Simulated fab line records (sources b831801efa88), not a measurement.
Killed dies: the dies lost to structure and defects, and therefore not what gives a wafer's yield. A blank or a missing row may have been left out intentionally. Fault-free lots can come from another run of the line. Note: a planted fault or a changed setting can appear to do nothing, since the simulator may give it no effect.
What tool caused it? + flow gf180mcu + 6 lots with 18 wafers sampled at 2 steps, on a route of 602 steps

WHAT THE GAUGES READ, wafer by wafer
GF_SALICIDE_RS_MEAS_04: measurement is done with a four-point probe.
| lot  | measured     | on            | SALICIDE_TIN_RS (ohm/sq)            |
|------|--------------|---------------|-------------------------------------|
| L700 | day 15 17:44 | film metro-01 | 15.95 16.55 16.40                   |
| L706 | day 17 17:47 | film metro-04 | 20.75 20.73 20.95 20.74 20.74 20.90 |
| L714 | day 21 00:33 | film metro-01 | 16.55 16.56 16.70                   |
| L716 | day 21 12:12 | film metro-01 | 16.76 16.77 16.64                   |
| L718 | day 22 09:26 | film metro-04 | 15.97 16.09 15.87                   |
| L720 | day 23 09:33 | film metro-01 | 16.56 16.01 16.30                   |

WHAT TOOL EACH LOT RAN ON (gives the tool, then ch and the chambers of the sampled wafers, and finally the start)
| lot  | GF_SALICIDE_SPUTTER_02       |
|------|------------------------------|
| L700 | pvd sputter-04, day 15 17:40 |
| L706 | pvd sputter-02, day 17 17:43 |
| L714 | pvd sputter-03, day 21 00:29 |
| L716 | pvd sputter-03, day 21 12:09 |
| L718 | pvd sputter-04, day 22 09:22 |
| L720 | pvd sputter-03, day 23 09:30 |
- GF_SALICIDE_SPUTTER_02: material Co, target thk 10 nm, time 20 s.

THE ANSWER, worked out from the rows above alone
Rule: what is usual is taken from the lots themselves. The widest of any qualifying gaps counts: lots, ordered by their means at a reading, are off when they make up no more than a third of the lots, leave a main group of 4 or more, and stand apart from it by 3 or more times the standard deviation of that group's means. A main group whose means are all the same, to the digits that the tables above print for the reading, isn't used. Also off: a lot with no number at a reading for which 4 or more lots have one. All remaining lots with rows at the step are treated as sound.
Off: at GF_SALICIDE_RS_MEAS_04 (SALICIDE_TIN_RS), L706. Main group: mean 16.38 ohm/sq, sd 0.26.
If a tool, at a process step before that reading, ran all the lots that are off and no sound lot after the first of them, it fits. Gauges at GF_SALICIDE_RS_MEAS_04: tried the same way as those tools. One candidate fits, namely pvd sputter-02 at GF_SALICIDE_SPUTTER_02. It ran no sound lot before its first lot that is off in this sample, so the start can't be narrowed down.

WHAT THE SIMULATOR PUT IN
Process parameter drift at GF_SALICIDE_SPUTTER_02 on pvd sputter-02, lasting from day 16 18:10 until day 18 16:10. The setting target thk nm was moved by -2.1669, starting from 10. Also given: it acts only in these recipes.
Shown lots that were struck: L706. This agrees with what the rule above found.
